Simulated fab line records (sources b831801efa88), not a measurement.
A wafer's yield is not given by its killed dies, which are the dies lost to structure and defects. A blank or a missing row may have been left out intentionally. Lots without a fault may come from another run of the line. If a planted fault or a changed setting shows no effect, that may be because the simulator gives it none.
Code-filled problem report in 8D (eight disciplines) form    flow gf180mcu    the parts of the form that need people (team, actions taken, sign-off) are left out

## 1. THE PROBLEM
Wafers without a fault read 56.60 W, standard deviation 0.042; heater power total W at GF_PSD_SOFTBAKE_03 reads a mean of 56.01 W on 6 wafers belonging to 2 lots. That puts it -14 standard deviations away from the usual mean.
The step: time 60 s.
First observed at day 19 01:52: wafer L355.3, on litho track-01. Wafers with a number at this step in the record: 36, from 12 lots. The rule behind "out" and "out of limits": a value lying over 4 standard deviations away from the usual mean. The rest of the wafers with a number are treated as sound.

## 2. WHAT IT IS, AND WHAT IT ISN'T
question                     is                      is not
which readings at this step  heater power total W    -
which lots                   L355, L356              L340, L341, L342, L343, L344, L345, L346, L358, L361, L362
which wafers of those lots   all that have a number  -
read on which tools          litho track-01          litho track-02, litho track-03
when                         from day 19 01:52       up to then (21 sound wafers); but 9 sound wafers of L358, L361, L362 came after

## 3. WHAT RULES OUT EACH SUSPECT
Counting: a tool at any process step up to the reading remains a suspect when it ran all the lots that are out and ran no sound lot after the first of those.
- litho track-01 at GF_PSD_SOFTBAKE_03 (time 60 s): kept. It processed each lot that is out, first L355 at day 19 01:52, and no sound lot thereafter; up to then, the last sound lot it processed was L346 at day 16 03:22. Out on those wafers are its own readings of heater power total W.
After counting, what remains is litho track-01 at GF_PSD_SOFTBAKE_03.

## 4. THE CAUSE (what the simulator had put in)
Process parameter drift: litho track-01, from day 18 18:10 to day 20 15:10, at GF_PSD_SOFTBAKE_03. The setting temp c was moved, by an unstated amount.
This tool alone remained once counting was done.

## 5. SEQUENCE OF EFFECTS, ordered by route
One row per reading whose mean, taken over the struck wafers that have a number, lies over 3 standard deviations from the usual. Readings are gone through only where the record gives a usual standard deviation; hours: the median, over the lots, of the time from a lot's start at the first step in this table giving one to that lot's start at this step; sigmas: the change measured in usual standard deviations.
hours  step                reading               usual    on struck wafers  change  sigmas
0      GF_PSD_SOFTBAKE_03  heater power total W  56.60 W  56.01             -0.59   -14
0      GF_PSD_SOFTBAKE_03  plate temp C          90.01 C  89.29             -0.72   -5.2
Its process steps:
- GF_PSD_SOFTBAKE_03: time 60 s.
At these later measuring or inspecting steps, every struck wafer for which the step has a row has a number for every such reading, and none has moved that far: GF_CONTACT_THK_MEAS_03, GF_V1_RS_MEAS_24, GF_V2_THK_MEAS_03.

## 6. HOW IT WOULD HAVE BEEN CAUGHT EARLIER
8 hours passed between the start of the fault at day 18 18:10 and the first reading out of limits in this record, taken at day 19 01:52.
